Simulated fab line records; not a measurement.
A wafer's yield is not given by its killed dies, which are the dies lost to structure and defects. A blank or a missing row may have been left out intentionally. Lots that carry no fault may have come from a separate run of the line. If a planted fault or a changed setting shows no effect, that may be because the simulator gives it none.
Comparing a struck lot with a sound one | flow sfq line | 42 out of 325 route steps
Sound: wafers L445.2, L445.3, L445.4. The struck wafers were L438.1, L438.5. Last of all comes the cause.
Per side, at each step with rows, come the tool, then ch with its chambers, and then its first start. Under that, the readings that differ: sound wafers | struck wafers | difference of the means | sigmas: that difference in standard deviations of wafers without a fault.
alike: readings with means less than 2 such deviations apart, plus words and numbers identical on both sides. not compared: withheld readings, readings lacking a value on some wafer, bounds such as >300 that could conceal the same value, and numbers that have no deviation in the record and whose values overlap.
Wherever a step has rows on one side only, a row that says differs or no value, or a row with sigmas, the two part there. Numbers that don't overlap but have no deviation are shown without sigmas and don't part them. Lack of a reading on every wafer of one side parts them only where that side has two or more wafers.

SFQ_L0_RS_MEAS_901: measurement is done with a four-point probe.
  sound on film metro-03, day 5 11:35; struck on film metro-01, day 4 00:34
  reading                | sound          | struck    | difference | sigmas
  L0_MONX_KI_RS (ohm/sq) | 43.9 44.2 44.2 | 42.5 42.3 | -1.7       | -3
SFQ_L0_THK_MEAS_902: measures by xrf.
  sound on film metro-03, day 5 11:41; struck on film metro-01, day 4 00:41
  reading             | sound          | struck    | difference | sigmas
  L0_MONX_KI_THK (nm) | 38.7 38.5 38.9 | 39.9 40.3 | +1.4       | +3
then, 7 steps without rows for these wafers: SFQ_TRILAYER_L0_LITHO_COAT_010 (resist thk 62 nm); SFQ_TRILAYER_L0_LITHO_COAT_005 (resist thk 600 nm); SFQ_TRILAYER_L0_LITHO_SOFTBAKE_009; SFQ_TRILAYER_L0_LITHO_EXPOSE_006 (exposes mask L0, target cd 2000 nm); SFQ_TRILAYER_L0_LITHO_PEB_008 (peb time 60 s); SFQ_TRILAYER_L0_LITHO_DEVELOP_007 (time 60 s); SFQ_TRILAYER_L0_BARC_OPEN_METAL_ETCH_010 (etches BARC in O2, target depth 125 nm, time 41.7 s).
SFQ_TRILAYER_L0_ETCH_METAL_ETCH_008: etches MoNx KI in SF6/O2, stops on SiO2, target depth 50 nm, time 25 s.
  sound on rie metal-02 ch 0,1, day 6 01:42; struck on rie metal-04 ch 0,1, day 4 17:18
  reading               | sound             | struck      | difference | sigmas
  oes product au (a.u.) | 0.868 0.864 0.870 | 0.886 0.884 | +0.018     | +2
  alike: drypump motor current A
  not compared: rf hours counter h
SFQ_TRILAYER_L0_STRIP_STRIP_009: strips in O2.
  sound on rie metal-02 ch 0,1, day 6 01:44; struck on rie metal-04 ch 0,1, day 4 17:20
  alike: drypump motor current A, oes product au
  not compared: rf hours counter h
then, 1 step without rows for these wafers: SFQ_TRILAYER_L0_STRIP_SOLV_CLEAN_010 (cleans in NMP, time 600 s).
SFQ_TRILAYER_L0_CAP_PECVD_011: deposits SiO2 from SiH4/N2O, time 13.333 s, target thk 60 nm.
  sound on pecvd-04 ch 0,2, day 6 02:31; struck on pecvd-02 ch 0,2, day 4 18:07
  reading                                             | sound             | struck      | difference | sigmas
  model.SiO2_of_TRILAYER_L0_CAP_PECVD_011.thk nm (nm) | 59.54 60.24 60.79 | 85.59 87.42 | +26.31     |
  alike: heater power outer w, heater power w, throttle valve pct
then, 6 steps without rows for these wafers: SFQ_TRILAYER_L0_VIA_LITHO_COAT_018 (resist thk 62 nm); SFQ_TRILAYER_L0_VIA_LITHO_COAT_013 (resist thk 650 nm); SFQ_TRILAYER_L0_VIA_LITHO_SOFTBAKE_017; SFQ_TRILAYER_L0_VIA_LITHO_EXPOSE_014 (exposes mask L0V, target cd 700 nm); SFQ_TRILAYER_L0_VIA_LITHO_PEB_016 (peb time 60 s); SFQ_TRILAYER_L0_VIA_LITHO_DEVELOP_015 (time 60 s).
-- the record jumps here: 5 days lie between the struck wafers' starts before and after --
SFQ_L0V_OVL_MEAS_903:
  sound on overlay-02, day 11 01:11; struck on overlay-02, day 9 13:37
  reading      | sound   | struck | difference | sigmas
  L0V_OVL (nm) | 6 14 12 | -6 -4  | -16        | -3
SFQ_TRILAYER_L0_VIA_BARC_OPEN_VIA_ETCH_021: etches BARC in O2, target depth 125 nm, time 41.7 s.
  sound on rie diel-03 ch 0,1,3, day 11 01:13; struck on rie diel-02 ch 0,2, day 9 13:40
  alike: drypump motor current A, oes product au
  not compared: rf hours counter h
SFQ_TRILAYER_L0_VIA_ETCH_VIA_ETCH_016: etches SiO2 in CHF3, stops on MoNx KI, target depth 80 nm.
  sound on rie diel-03 ch 0,1,3, day 11 01:15; struck on rie diel-02 ch 0,2, day 9 13:41
  reading                         | sound             | struck      | difference | sigmas
  oes product au (a.u.)           | 0.840 0.851 0.845 | 0.996 1.003 | +0.154     | +20
  model.etch.depth nm (nm)        | 59.54 60.24 60.79 | 79.25 79.98 | +19.43     |
  model.L0V.feature depth nm (nm) | 59.54 60.24 60.79 | 79.25 79.98 | +19.43     |
  alike: drypump motor current A
then, 2 steps without rows for these wafers: SFQ_TRILAYER_L0_VIA_STRIP_STRIP_017 (strips in O2); SFQ_TRILAYER_L0_VIA_STRIP_SOLV_CLEAN_018 (cleans in NMP, time 600 s).
SFQ_TRILAYER_M0_DEP_PRE_CLEAN_020: time 15 s.
  sound on pvd sputter-04, day 11 02:04; struck on pvd sputter-04, day 9 15:08
  reading                                             | sound             | struck      | difference | sigmas
  model.SiO2_of_TRILAYER_L0_CAP_PECVD_011.thk nm (nm) | 54.54 55.24 55.79 | 80.59 82.42 | +26.31     |
  alike: bias v
SFQ_TRILAYER_M0_DEP_SPUTTER_019: material Nb, target thk 200 nm, time 133.3 s.
  sound on pvd sputter-04, day 11 02:05; struck on pvd sputter-04, day 9 15:10
  alike: throttle valve pct
SFQ_M0_RS_MEAS_904: measurement is done with a four-point probe.
  sound on film metro-03, day 11 02:12; struck on film metro-03, day 9 15:15
  alike: M0_NB_RS
then, 6 steps without rows for these wafers: SFQ_TRILAYER_M0_LITHO_COAT_026 (resist thk 62 nm); SFQ_TRILAYER_M0_LITHO_COAT_021 (resist thk 600 nm); SFQ_TRILAYER_M0_LITHO_SOFTBAKE_025; SFQ_TRILAYER_M0_LITHO_EXPOSE_022 (exposes mask M0, target cd 500 nm); SFQ_TRILAYER_M0_LITHO_PEB_024 (peb time 60 s); SFQ_TRILAYER_M0_LITHO_DEVELOP_023 (time 60 s).
SFQ_M0_OVL_MEAS_906:
  sound on overlay-02, day 12 14:41; struck on overlay-01, day 10 07:55
  alike: M0_OVL
then, 4 steps without rows for these wafers: SFQ_TRILAYER_M0_BARC_OPEN_METAL_ETCH_031 (etches BARC in O2, target depth 125 nm, time 41.7 s); SFQ_TRILAYER_M0_ETCH_METAL_ETCH_024 (etches Nb in Cl2/Ar, stops on SiO2, target depth 240 nm, time 120 s); SFQ_TRILAYER_M0_STRIP_STRIP_025 (strips in O2); SFQ_TRILAYER_M0_STRIP_SOLV_CLEAN_026 (cleans in NMP, time 600 s).
SFQ_TRILAYER_I0_DEP_PECVD_027: deposits SiO2 from SiH4/N2O, time 111.11 s, target thk 500 nm.
  sound on pecvd-01 ch 0,1, day 12 15:40; struck on pecvd-02 ch 0, day 10 08:56
  reading            | sound    | struck  | difference | sigmas
  heater power w (W) | 63 69 63 | 102 107 | +40        | +2
  alike: heater power outer w, throttle valve pct
then, 1 step without rows for these wafers: SFQ_TRILAYER_I0_CMP_CMP_028 (polishes SiO2).
SFQ_I0_BOW_MEAS_907:
  sound on film metro-02, day 12 22:52; struck on film metro-04, day 10 19:32
  alike: I0_BOW
-- the record jumps here: 69 days lie between the struck wafers' starts before and after (it left off in module I0 and takes up again in module M8, whose first step shown is number 325 of the route) --
SFQ_M8_BOW_MEAS_951:
  sound on film metro-02, day 82 00:47; struck on film metro-04, day 80 04:43
  reading                  | sound          | struck      | difference | sigmas
  model.etest.l0v.link ohm | 44.88 45.14 45 | 1e+06 1e+06 | +1e+06     |
  alike: M8_BOW

== WHERE THEY PART ==
At SFQ_L0_RS_MEAS_901 first; at SFQ_TRILAYER_I0_DEP_PECVD_027 last (within this record only). Later steps at which nothing parts them and some readings are alike: SFQ_I0_BOW_MEAS_907, SFQ_M8_BOW_MEAS_951.

WHY: what the simulator had put in
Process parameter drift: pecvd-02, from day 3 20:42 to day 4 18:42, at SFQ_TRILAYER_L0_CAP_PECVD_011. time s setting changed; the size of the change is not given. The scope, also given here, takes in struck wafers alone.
